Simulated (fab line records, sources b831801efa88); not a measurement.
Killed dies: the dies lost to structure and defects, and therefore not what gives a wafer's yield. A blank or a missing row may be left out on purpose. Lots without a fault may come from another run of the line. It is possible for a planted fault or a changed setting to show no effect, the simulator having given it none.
Chamber matching ; flow gf180mcu ; GF_V1_ETCH_16 on rie-diel-01: 4 sister chambers
The step etches BARC in N2/H2. 18 wafers are shown with their chamber, then 9 later ones without.

== WAFERS, EACH WITH ITS CHAMBER ==
wafer;chamber;drypump-motor-current-A (A);rf-fwd-power-W (W);oes-product-au (a.u.)
L076.1;1;5.9;489.1;0.853
L076.3;2;6.0;496.1;0.858
L076.6;0;5.8;495.0;0.853
L078.1;3;5.7;494.7;0.863
L078.2;0;5.8;491.6;0.859
L078.3;1;5.9;489.7;0.856
L080.1;3;5.6;495.8;0.858
L080.3;0;5.7;493.1;0.858
L080.4;1;5.9;488.9;0.849
L085.1;2;6.0;495.4;0.853
L085.2;0;5.8;493.9;0.855
L085.6;0;5.8;492.3;0.855
L087.1;1;5.9;493.4;0.855
L087.4;3;5.7;494.0;0.856
L087.6;3;5.6;492.1;0.863
L090.3;1;5.9;492.7;0.859
L090.4;3;5.6;495.2;0.850
L090.5;1;5.9;492.7;0.856

SIGNATURES (means of the wafers above)
reading;chamber 0;chamber 1;chamber 2;chamber 3;scatter within a chamber
drypump-motor-current-A;5.780;5.900;6.000;5.640;0.0378
rf-fwd-power-W;493.180;491.083;495.750;494.360;1.62
oes-product-au;0.85600;0.85467;0.85550;0.85800;0.00389
Rule: for each reading, subtract the chamber's mean from the wafer's reading, divide by that reading's scatter and square the result; add these up over the readings and take the root, which gives the wafer's distance from the chamber. The wafer belongs to the nearest chamber; if the next one is less than 2 further off, it can't be placed. The scatter is the square root of a quotient: the sum, over the shown wafers, of each reading's squared deviation from its chamber's mean, divided by wafers minus chambers.

== WAFERS WHOSE CHAMBER IS MISSING ==
wafer;drypump-motor-current-A (A);rf-fwd-power-W (W);oes-product-au (a.u.)
L091.1;5.9;491.9;0.858
L091.5;6.0;496.4;0.857
L091.6;5.6;493.6;0.856
L092.1;5.9;493.3;0.851
L092.2;6.0;498.5;0.855
L092.5;5.6;493.2;0.851
L094.1;5.9;493.0;0.856
L094.5;5.6;496.8;0.853
L094.6;6.0;497.0;0.860

== THE CHAMBER EACH PASSED THROUGH ==
wafer;from the rows above;in truth
L091.1;1;1
L091.5;2;2
L091.6;3;3
L092.1;can't be placed: 1 or 2 or 0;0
L092.2;2;2
L092.5;3;3
L094.1;can't be placed: 1 or 2 or 0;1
L094.5;3;3
L094.6;2;2
Correct placement for 7 of the 9. These rows do not allow placing 2 (true chamber among the candidates in 2). Wrongly placed: 0.
